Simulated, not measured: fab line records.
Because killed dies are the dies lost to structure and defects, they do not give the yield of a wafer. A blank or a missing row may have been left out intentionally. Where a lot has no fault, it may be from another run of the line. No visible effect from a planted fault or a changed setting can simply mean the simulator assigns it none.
Commonality check across tools / flow gf180mcu / 39 wafers sampled across 12 lots

## REASON FOR OPENING
GF_VT_IMPLANT_TW_MEAS_32, reading VT_IMPLANT_3_TW: flagged on 1 of 12 lots. No-fault wafers: 268.9, standard deviation 1.7.
Rule: flag the lot when none of its wafers has a number, or when each of its wafers that has one lies beyond 4 standard deviations from that mean. The rest of the lots are taken to be sound.

lot=L671; measured=day 6 22:57; on=filmMetro-04; VT_IMPLANT_3_TW, wafer by wafer=269.1 268.4 269.7; flag=
lot=L672; measured=day 7 03:53; on=filmMetro-04; VT_IMPLANT_3_TW, wafer by wafer=270.7 270.7 271.7; flag=
lot=L675; measured=day 7 22:52; on=filmMetro-04; VT_IMPLANT_3_TW, wafer by wafer=270.4 271.0 269.6; flag=
lot=L677; measured=day 8 10:19; on=filmMetro-01; VT_IMPLANT_3_TW, wafer by wafer=266.6 268.3 267.3; flag=
lot=L680; measured=day 9 06:02; on=filmMetro-04; VT_IMPLANT_3_TW, wafer by wafer=30.2 30.2 30.1 30.2 30.1 30.0; flag=FLAGGED
lot=L684; measured=day 10 09:53; on=filmMetro-02; VT_IMPLANT_3_TW, wafer by wafer=268.0 267.0 267.0; flag=
lot=L685; measured=day 10 18:46; on=filmMetro-04; VT_IMPLANT_3_TW, wafer by wafer=269.5 268.8 269.4; flag=
lot=L686; measured=day 11 00:47; on=filmMetro-04; VT_IMPLANT_3_TW, wafer by wafer=270.8 271.6 271.1; flag=
lot=L687; measured=day 11 11:27; on=filmMetro-02; VT_IMPLANT_3_TW, wafer by wafer=265.3 264.0 266.2; flag=
lot=L690; measured=day 12 12:44; on=filmMetro-01; VT_IMPLANT_3_TW, wafer by wafer=269.9 267.7 267.5; flag=
lot=L691; measured=day 12 16:20; on=filmMetro-04; VT_IMPLANT_3_TW, wafer by wafer=270.1 270.1 269.6; flag=
lot=L693; measured=day 13 07:44; on=filmMetro-01; VT_IMPLANT_3_TW, wafer by wafer=268.1 268.0 268.7; flag=
The numbers of the flagged lots are 30.1 on average: -238.8 against the usual, or -99 or more standard deviations.

## EACH LOT AND THE TOOL IT RAN ON
The record keeps 1 process step preceding the reading, out of 602 steps on the route. Every cell lists first the tool, next ch and the chambers used by the sampled wafers, and last the start.
lot=L671; flag=; GF_VT_IMPLANT_EXPOSE_26=ilineStepper-02 ch 0, day 6 15:16
lot=L672; flag=; GF_VT_IMPLANT_EXPOSE_26=ilineStepper-01 ch 0, day 6 20:36
lot=L675; flag=; GF_VT_IMPLANT_EXPOSE_26=ilineStepper-02 ch 0, day 7 14:46
lot=L677; flag=; GF_VT_IMPLANT_EXPOSE_26=ilineStepper-02 ch 0, day 8 01:40
lot=L680; flag=FLAGGED; GF_VT_IMPLANT_EXPOSE_26=ilineStepper-02 ch 0, day 8 21:00
lot=L684; flag=; GF_VT_IMPLANT_EXPOSE_26=ilineStepper-01 ch 0, day 10 00:29
lot=L685; flag=; GF_VT_IMPLANT_EXPOSE_26=ilineStepper-02 ch 0, day 10 09:04
lot=L686; flag=; GF_VT_IMPLANT_EXPOSE_26=ilineStepper-02 ch 0, day 10 15:49
lot=L687; flag=; GF_VT_IMPLANT_EXPOSE_26=ilineStepper-02 ch 0, day 11 01:32
lot=L690; flag=; GF_VT_IMPLANT_EXPOSE_26=ilineStepper-02 ch 0, day 12 03:29
lot=L691; flag=; GF_VT_IMPLANT_EXPOSE_26=ilineStepper-02 ch 0, day 12 06:12
lot=L693; flag=; GF_VT_IMPLANT_EXPOSE_26=ilineStepper-02 ch 0, day 12 21:59
What the steps here do:
- GF_VT_IMPLANT_EXPOSE_26: exposes mask LVPWELL HV AREA, target cd 860 nm.
- GF_VT_IMPLANT_TW_MEAS_32

## FLAGGED OVER TOTAL, TOOL BY TOOL (the gauges that took the reading come last)
step=GF_VT_IMPLANT_EXPOSE_26; tool=ilineStepper-01; lots run=2; flagged=0; share of the flagged lots=none; sound lots run after its first flagged lot=-
step=GF_VT_IMPLANT_EXPOSE_26; tool=ilineStepper-02; lots run=10; flagged=1; share of the flagged lots=all; sound lots run after its first flagged lot=6 (L685,L686,L687,L690,L691,L693)
step=GF_VT_IMPLANT_TW_MEAS_32; tool=filmMetro-01; lots run=3; flagged=0; share of the flagged lots=none; sound lots run after its first flagged lot=-
step=GF_VT_IMPLANT_TW_MEAS_32; tool=filmMetro-02; lots run=2; flagged=0; share of the flagged lots=none; sound lots run after its first flagged lot=-
step=GF_VT_IMPLANT_TW_MEAS_32; tool=filmMetro-04; lots run=7; flagged=1; share of the flagged lots=all; sound lots run after its first flagged lot=3 (L685,L686,L691)

## THE TABLE: WHAT IT ALLOWS
Table rows that saw every flagged lot: 2, namely ilineStepper-02 at GF_VT_IMPLANT_EXPOSE_26 and filmMetro-04 at GF_VT_IMPLANT_TW_MEAS_32.
- ilineStepper-02 at GF_VT_IMPLANT_EXPOSE_26: 1 of its 10 lots flagged. Lots that were sound ran on it after the first flagged one (L685, L686, L687, L690, L691, L693); a persistent fault on the entire tool would not allow that.
- filmMetro-04 at GF_VT_IMPLANT_TW_MEAS_32: 1 of its 7 lots flagged. Lots that were sound ran on it after the first flagged one (L685, L686, L691); a persistent fault on the entire tool would not allow that.
There is no row in the table that ran each flagged lot and no sound lot after the first.

## WHAT HAD BEEN PUT IN BY THE SIMULATOR
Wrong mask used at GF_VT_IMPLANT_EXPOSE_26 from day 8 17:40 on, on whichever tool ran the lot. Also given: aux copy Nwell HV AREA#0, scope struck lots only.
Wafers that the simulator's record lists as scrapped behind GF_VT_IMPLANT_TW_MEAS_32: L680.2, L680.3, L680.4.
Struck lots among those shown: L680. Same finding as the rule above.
